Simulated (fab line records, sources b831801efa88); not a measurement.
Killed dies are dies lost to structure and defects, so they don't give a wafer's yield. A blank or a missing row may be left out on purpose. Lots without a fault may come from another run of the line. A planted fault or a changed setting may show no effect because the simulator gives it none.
A struck lot beside a sound one | flow sfq_line | 13 steps out of a route of 325
Sound: wafers L977.2, L977.5, L977.6. Struck: wafers L988.3, L988.5, L988.6. The cause comes at the end.
At each step with rows: each side's tool, then ch and its chambers, then its first start. Under that, the readings that differ: sound wafers | struck wafers | difference of the means | sigmas: that difference in standard deviations of wafers without a fault.
alike: readings whose means differ by less than 2 such deviations, and words and numbers that are the same on both sides. not compared: withheld readings, readings that some wafer has no value for, bounds like >300 that may hide the same value, and numbers for which the record gives no deviation and whose values overlap.
The two part at a step that has a row with sigmas, a row that says differs or no value, or rows on one side only. Numbers that don't overlap but have no deviation are shown without sigmas and don't part them. A reading that every wafer of one side lacks parts them only if that side has two wafers or more.

SFQ_TRILAYER_M1_DEP_SPUTTER_037: material Nb, target thk 200 nm, time 133.3 s.
  sound on pvd_sputter-04, day 10 08:24; struck on pvd_sputter-06, day 13 13:13
  alike: throttle_valve_pct
SFQ_M1_RS_MEAS_909: measures by four-point-probe.
  sound on film_metro-02, day 10 08:31; struck on film_metro-02, day 13 13:20
  alike: M1_NB_RS
then, 6 steps without rows for these wafers: SFQ_TRILAYER_M1_LITHO_COAT_044 (resist thk 62 nm); SFQ_TRILAYER_M1_LITHO_COAT_039 (resist thk 600 nm); SFQ_TRILAYER_M1_LITHO_SOFTBAKE_043; SFQ_TRILAYER_M1_LITHO_EXPOSE_040 (exposes mask M1, target cd 500 nm); SFQ_TRILAYER_M1_LITHO_PEB_042 (peb time 60 s); SFQ_TRILAYER_M1_LITHO_DEVELOP_041 (time 60 s).
-- the record jumps here: 2 days lie between the struck wafers' starts before and after --
SFQ_M1_OVL_MEAS_911:
  sound on overlay-02, day 12 16:52; struck on overlay-02, day 16 00:50
  alike: M1_OVL
SFQ_TRILAYER_M1_BARC_OPEN_METAL_ETCH_054: etches BARC in O2, target depth 125 nm, time 41.7 s.
  sound on rie_metal-03 ch 0,1, day 12 16:54; struck on rie_metal-03 ch 0,1, day 16 00:52
  alike: drypump_motor_current_A, oes_product_au
  not compared: rf_hours_counter_h
SFQ_TRILAYER_M1_ETCH_METAL_ETCH_042: etches Nb in Cl2/Ar, stops on SiO2, target depth 240 nm, time 120 s.
  sound on rie_metal-03 ch 0,1, day 12 16:58; struck on rie_metal-03 ch 0,1, day 16 00:57
  alike: drypump_motor_current_A, oes_product_au
  not compared: rf_hours_counter_h
SFQ_TRILAYER_M1_STRIP_STRIP_043: strips in O2.
  sound on rie_metal-03 ch 0,1, day 12 17:05; struck on rie_metal-03 ch 0,1, day 16 01:14
  reading                        | sound             | struck            | difference | sigmas
  chamber_pressure_mTorr (mTorr) | 50.00 50.00 49.95 | 60.02 59.94 60.06 | +10.02     | +99 or more
  alike: drypump_motor_current_A, oes_product_au
  not compared: rf_hours_counter_h
then, 1 step without rows for these wafers: SFQ_TRILAYER_M1_STRIP_SOLV_CLEAN_044 (cleans in NMP, time 600 s).

WHERE THEY PART
Only at SFQ_TRILAYER_M1_STRIP_STRIP_043, within this record.

WHY: what the simulator had put in
Process parameter drift: rie_metal-03, from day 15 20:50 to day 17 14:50, at SFQ_TRILAYER_M1_STRIP_STRIP_043. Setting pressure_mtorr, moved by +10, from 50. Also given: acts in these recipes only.
